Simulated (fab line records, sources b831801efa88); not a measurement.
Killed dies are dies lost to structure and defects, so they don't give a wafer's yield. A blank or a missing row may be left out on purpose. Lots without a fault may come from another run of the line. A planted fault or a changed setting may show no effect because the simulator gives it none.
fab line records | flow sky130
record lots=12 wafers=36 last_day=50
route steps=708 shown SD_N@350 LI_CONTACT@376 VIA1@473 CAPM@553 PAD_OPEN@708
lots that met no fault: from a run of the same line without faults
start_h: hours from the record's first day to the start of the lot's first wafer shown | wait_h: hours since the lot's step before | " the same as in the row above | L1.1+2: a row that stands for several wafers | - no value, or no start given | * or withheld: withheld | < > ~ a bound
route shown NAME@n: a module of which the file shows steps, and the number in the route of the first | usual: mean/standard deviation of fault-free wafers | same: alike in all rows | chamber/n: place in a boat | sites: the reading at each site | _std_site: their standard deviation | _edge_site: outer sites' mean less inner sites' | radius_mm: how far each site lies from the wafer's centre | mask NAME#n: copy n | behind: the tool/chamber that last shaped the wafer | hold: why the lot was held/for how many hours/how that ended | device: the transistor (n, p or np) that didn't switch | end of line: the same wafers' tests at the end of the route | a step without rows: its recipe alone | killed: dies lost to structure and defects at the first sort, not the wafer's yield | map: a wafer's dies, x killed, . not, _ none there
set.NAME: the setting as run; set.NAME@STEP: as run at that earlier step | model.NAME: the simulator's own value behind a step, which no gauge read
steps of the route over a sample of lots; a table a step, a row a wafer
services: from which hour (start_h, from the record's first day; less than 0 if before it) a tool's chamber was out of use, for how many hours, and why
## steps
# step SKY_SD_N_OVL_MEAS_08
# usual SD_N_OVL=0.4/1.5
# columns lot.wafer tool chamber start_h wait_h SD_N_OVL[nm]
L153.1 overlay-01 - 644.00 0.1 -0.6
L153.5 " - " " 0.1
L153.6 " - " " 1.1
L156.1 overlay-02 - 685.00 0.1 -0.2
L156.4 " - " " -2.1
L156.6 " - " " -0.7
L159.3 overlay-01 - 688.86 0.1 -1.5
L159.4 " - " " -0.1
L159.5 " - " " 0.1
L161.1 overlay-01 - 710.90 0.1 0.6
L161.2 " - " " 1.9
L161.4 " - " " 1.0
L162.1 overlay-01 - 714.86 0.1 1.0
L162.5 " - " " 5.4
L162.6 " - " " 2.4
L163.1 overlay-01 - 726.46 0.1 1.1
L163.3 " - " " 1.0
L163.5 " - " " 0.6
L164.1 overlay-01 - 735.91 0.1 2.8
L164.5 " - " " -1.7
L164.6 " - " " 0.1
L169.3 overlay-01 - 775.66 0.1 1.3
L169.4 " - " " 0.5
L169.5 " - " " -0.1
L172.2 overlay-02 - 798.96 0.1 -1.1
L172.4 " - " " -0.1
L172.6 " - " " 1.5
L173.2 overlay-01 - 799.95 0.1 -1.5
L173.3 " - " " 2.8
L173.5 " - " " 1.7
L175.1 overlay-02 - 810.01 0.1 2.1
L175.3 " - " " 0.2
L175.5 " - " " 3.3
L176.1 overlay-02 - 817.10 0.1 0.9
L176.2 " - " " -2.2
L176.6 " - " " 0.1
# step SKY_LI_CONTACT_ETCH_14
# recipe chemistry=N2/H2 target=BARC ion_energy_ev=200 source_w=500 bias_w=100 pressure_mtorr=30 n2_flow_sccm=100 h2_flow_sccm=200 stop_on=SiO2 time_s=45.9 target_depth_a=600
# usual drypump_motor_current_A=5.8/0.54 oes_product_au=0.855/0.0041 throttle_valve_pct=13.225/0.0096
# columns lot.wafer tool chamber start_h wait_h drypump_motor_current_A oes_product_au rf_hours_counter_h throttle_valve_pct
L153.1 rie_diel-01 1 674.48 0.0 5.5 0.864 15 13.217
L153.5 " 0 " " 6.4 0.856 - 13.237
L153.6 " 3 " " 5.8 0.855 - 13.212
L156.1 rie_diel-04 2 714.43 0.0 6.3 0.852 8 13.244
L156.4 " 3 " " 4.8 0.865 - 13.226
L156.6 " 1 " " 6.4 0.857 - 13.234
L159.3 rie_diel-04 3 718.29 0.0 4.7 0.857 5 13.216
L159.4 " 3 " " 4.7 0.855 - 13.207
L159.5 " 2 " " 6.3 0.849 - 13.232
L161.1 rie_diel-04 3 740.23 0.0 4.7 0.847 6 13.237
L161.2 " 1 " " 6.3 0.855 10 13.226
L161.4 " 2 " " 6.4 0.847 9 13.231
L162.1 rie_diel-01 2 744.68 0.0 5.9 0.860 11 13.226
L162.5 " 1 " " 5.5 0.854 - 13.233
L162.6 " 2 " " 5.9 0.851 - 13.210
L163.1 rie_diel-02 0 755.13 0.0 6.3 0.854 7 13.236
L163.3 " 2 " " 5.2 0.859 4 13.226
L163.5 " 3 " " 5.7 0.854 - 13.240
L164.1 rie_diel-02 2 764.51 0.0 5.2 0.856 4 13.231
L164.5 " 0 " " 6.3 0.853 - 13.224
L164.6 " 1 " " 5.2 0.855 - 13.208
L169.3 rie_diel-04 0 802.86 0.0 5.7 0.857 2 13.229
L169.4 " 1 " " 6.3 0.858 12 13.231
L169.5 " 3 " " 4.7 0.860 - 13.226
L172.2 rie_diel-02 1 826.14 0.0 5.2 0.855 0 13.227
L172.4 " 0 " " 6.3 0.850 9 13.216
L172.6 " 2 " " 5.1 0.862 - 13.225
L173.2 rie_diel-04 3 828.06 0.0 4.8 0.855 9 13.228
L173.3 " 2 " " 6.3 0.851 12 13.221
L173.5 " 1 " " 6.4 0.857 - 13.223
L175.1 rie_diel-02 2 837.71 0.0 5.2 0.858 6 13.223
L175.3 " 1 " " 5.2 0.859 1 13.219
L175.5 " 2 " " 5.2 0.852 - 13.234
L176.1 rie_diel-01 0 844.89 0.0 6.3 0.849 17 13.216
L176.2 " 3 " " 5.8 0.847 12 13.235
L176.6 " 2 " " 5.9 0.853 - 13.246
# step SKY_VIA1_ETCH_15
# recipe target=SiO2 chemistry=C4F8/O2/Ar target_depth_nm=351 stop_on=TiN mask_material=KrF-thick source_w=1500 bias_w=1200 pressure_mtorr=40 c4f8_flow_sccm=withheld O2_flow_sccm=6 Ar_flow_sccm=300 time_s=54
# usual oes_product_au=0.982/0.0051
# columns lot.wafer tool chamber start_h wait_h oes_product_au rf_hours_counter_h
L153.1 rie_diel-03 3 789.54 0.0 0.976 5
L153.5 " 1 " " 0.970 -
L153.6 " 0 " " 0.980 -
L156.1 rie_diel-03 2 828.40 0.0 0.971 13
L156.4 " 1 " " 0.980 8
L156.6 " 2 " " 0.968 -
L159.3 rie_diel-02 2 830.69 0.0 0.987 6
L159.4 " 3 " " 0.980 19
L159.5 " 1 " " 0.987 -
L161.1 rie_diel-02 0 851.12 0.0 0.978 9
L161.2 " 3 " " 0.976 20
L161.4 " 1 " " 0.980 1
L162.1 rie_diel-02 3 856.09 0.0 0.981 20
L162.5 " 3 " " 0.975 -
L162.6 " 2 " " 0.983 -
L163.1 rie_diel-01 2 867.13 0.0 0.981 15
L163.3 " 0 " " 0.981 18
L163.5 " 0 " " 0.982 -
L164.1 rie_diel-01 3 876.65 0.0 0.981 13
L164.5 " 1 " " 0.979 -
L164.6 " 2 " " 0.995 -
L169.3 rie_diel-03 1 911.93 0.0 0.986 11
L169.4 " 3 " " 0.981 9
L169.5 " 3 " " 0.984 -
L172.2 rie_diel-03 3 934.53 0.0 0.984 9
L172.4 " 1 " " 0.965 11
L172.6 " 3 " " 0.979 -
L173.2 rie_diel-03 2 936.30 0.0 0.977 17
L173.3 " 1 " " 0.988 11
L173.5 " 1 " " 0.987 -
L175.1 rie_diel-01 0 945.45 0.0 0.983 20
L175.3 " 2 " " 0.986 17
L175.5 " 3 " " 0.987 -
L176.1 rie_diel-01 3 951.49 0.0 0.990 15
L176.2 " 2 " " 0.981 18
L176.6 " 1 " " 0.983 -
# step SKY_CAPM_CLEAN_16
# recipe chemistry=IPA time_s=180 temp_c=25
# columns lot.wafer tool chamber start_h wait_h
L153.1+5+6 wet_bench-04 0 874.49 0.0
L156.1+4+6 wet_bench-04 2 910.49 0.0
L159.3+4+5 wet_bench-04 3 912.39 0.0
L161.1+2+4 wet_bench-04 0 934.57 0.0
L162.1+5+6 wet_bench-01 3 937.09 0.0
L163.1+3+5 wet_bench-04 0 946.79 0.0
L164.1+5+6 wet_bench-04 2 956.48 0.0
L169.3+4+5 wet_bench-03 3 989.08 0.0
L172.2+4+6 wet_bench-04 1 1012.09 0.0
L173.2+3+5 wet_bench-04 1 1013.46 0.1
L175.1+3+5 wet_bench-01 0 1021.38 0.0
L176.1+2+6 wet_bench-01 2 1025.52 0.0
# step SKY_PAD_OPEN_PROBE_99
# usual defect_limited_yield=82.4/1.9 killed_at_M0_to_M3=43/7.5 killed_at_M4_up=3.3/1.9 killed_at_contacts=24/4.6 killed_at_front_end=16/4.9 killed_at_other=0.2/0.46 killed_dies=87/9.1 killed_open=47/7.4 killed_short=39/6.6 sort_bin_3_pad_short=0.9/0.43 sort_bin_5_function=10.3/1.4 sort_bin_6_memory=6.4/1.1 sort_n_pass=405/9.1 sort_yield_pct=82.4/1.9
# same gross_dies=492 killed_at_back_side=0 sort_bin_4_leakage[%]=0 sort_bin_8_speed[%]=0
# columns lot.wafer tool chamber start_h wait_h defect_limited_yield[%] killed_at_M0_to_M3 killed_at_M4_up killed_at_contacts killed_at_front_end killed_at_other killed_dies killed_open killed_short sort_bin_3_pad_short[%] sort_bin_5_function[%] sort_bin_6_memory[%] sort_n_pass sort_yield_pct[%]
L172.2 prober-01 - 1181.35 0.1 75.6 36 2 19 10 53 120 43 25 3.3 15.4 5.7 372 75.6
L172.4 prober-01 - 1181.45 0.2 74.8 36 0 25 9 54 124 44 26 2.4 17.1 5.7 368 74.8
L172.6 prober-01 - 1181.55 0.2 73.4 37 1 28 12 53 131 41 37 3.5 15.9 7.3 361 73.4
L173.2 prober-01 - 1183.96 0.1 70.9 38 2 23 18 62 143 46 35 3.0 17.9 8.1 349 70.9
L173.3 prober-01 - 1184.01 0.2 73.0 42 1 19 16 55 133 49 29 2.4 18.5 6.1 359 73.0
L173.5 prober-01 - 1184.11 0.2 74.0 28 1 20 21 58 128 31 39 3.7 14.6 7.7 364 74.0
# killed by level:class
L172.2 CAPM:unspecified=52 VIA2:geometric_particle:open=9 VIA1:geometric_particle:open=7 CONTACT:geometric_particle:open=6 VIA3:geometric_particle:open=5 POLY_GATE:geometric_particle:open=4 CONTACT:geometric_particle:short=4 METAL2:geometric_particle:open=4
L172.4 CAPM:unspecified=54 LI_CONTACT:geometric_particle:open=9 CONTACT:geometric_particle:open=9 VIA1:geometric_particle:open=7 VIA3:geometric_particle:open=6 VIA2:geometric_particle:open=6 METAL2:geometric_particle:short=5 CONTACT:geometric_particle:short=4
L172.6 CAPM:unspecified=53 CONTACT:geometric_particle:open=13 VIA3:geometric_particle:open=9 METAL2:geometric_particle:short=9 CONTACT:geometric_particle:short=7 VIA1:geometric_particle:open=6 FIELD_ISO:geometric_particle:open=4 FIELD_ISO:geometric_particle:short=4
L173.2 CAPM:unspecified=62 CONTACT:geometric_particle:open=14 VIA1:geometric_particle:open=9 VIA2:geometric_particle:short=6 METAL2:geometric_particle:short=5 FIELD_ISO:geometric_particle:short=4 LI_CONTACT:geometric_particle:open=4 VIA2:geometric_particle:open=4
L173.3 CAPM:unspecified=55 VIA1:geometric_particle:open=11 VIA3:geometric_particle:open=7 VIA2:geometric_particle:open=7 CONTACT:geometric_particle:open=6 FIELD_ISO:geometric_particle:short=5 LI_CONTACT:geometric_particle:open=5 FIELD_ISO:geometric_particle:open=4
L173.5 CAPM:unspecified=58 POLY_GATE:geometric_particle:short=9 CONTACT:geometric_particle:open=9 METAL2:geometric_particle:short=5 FIELD_ISO:geometric_particle:short=4 FIELD_ISO:geometric_particle:open=4 LI_CONTACT:geometric_particle:open=4 CONTACT:geometric_particle:short=4
## services
# columns tool chamber start_h hours kind
rie_diel-03 1 656.19 3.2 repair
rie_diel-01 3 657.49 3.3 repair
rie_diel-01 - 662.48 2.8 pm
rie_diel-04 0 687.19 18.0 repair
rie_diel-04 2 704.23 7.9 repair
rie_diel-03 1 708.52 1.4 repair
rie_diel-03 0 723.65 7.5 repair
rie_diel-02 1 730.40 16.5 repair
rie_diel-04 - 758.72 1.2 repair
rie_diel-04 2 765.25 5.3 repair
wet_bench-04 - 765.68 2.7 repair
rie_diel-04 - 775.12 0.5 repair
rie_diel-01 3 813.41 4.5 repair
rie_diel-02 - 840.04 3.4 repair
rie_diel-01 2 846.09 5.6 repair
rie_diel-02 - 862.09 0.6 repair
rie_diel-03 1 873.78 6.6 repair
rie_diel-04 2 882.00 5.9 repair
rie_diel-02 1 908.29 15.2 repair
rie_diel-01 - 911.94 0.7 repair
rie_diel-01 2 917.34 16.8 repair
rie_diel-01 3 957.04 31.2 repair
rie_diel-01 3 1018.43 3.9 repair
wet_bench-04 - 1018.64 2.3 repair
## key
first_sign step=SKY_PAD_OPEN_PROBE_99 reading=killed_at_other direction=up sigmas=56 usual=0.2 struck=55.8
effect step=SKY_PAD_OPEN_PROBE_99 reading=sort_bin_3_pad_short direction=up sigmas=5.1 usual=0.9 struck=3.0
met_at SKY_CAPM_CLEAN_16
struck_lots L172,L173
not_acting_at SKY_SD_N_OVL_MEAS_08,SKY_LI_CONTACT_ETCH_14,SKY_VIA1_ETCH_15
onset_between 956.48 1012.09
fault kind=chamber_particle_source tool=wet_bench-04 chamber=- onset_h=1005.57 steps=SKY_CAPM_CLEAN_16 rate_per_visit_cm2=1.0827 end_h=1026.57
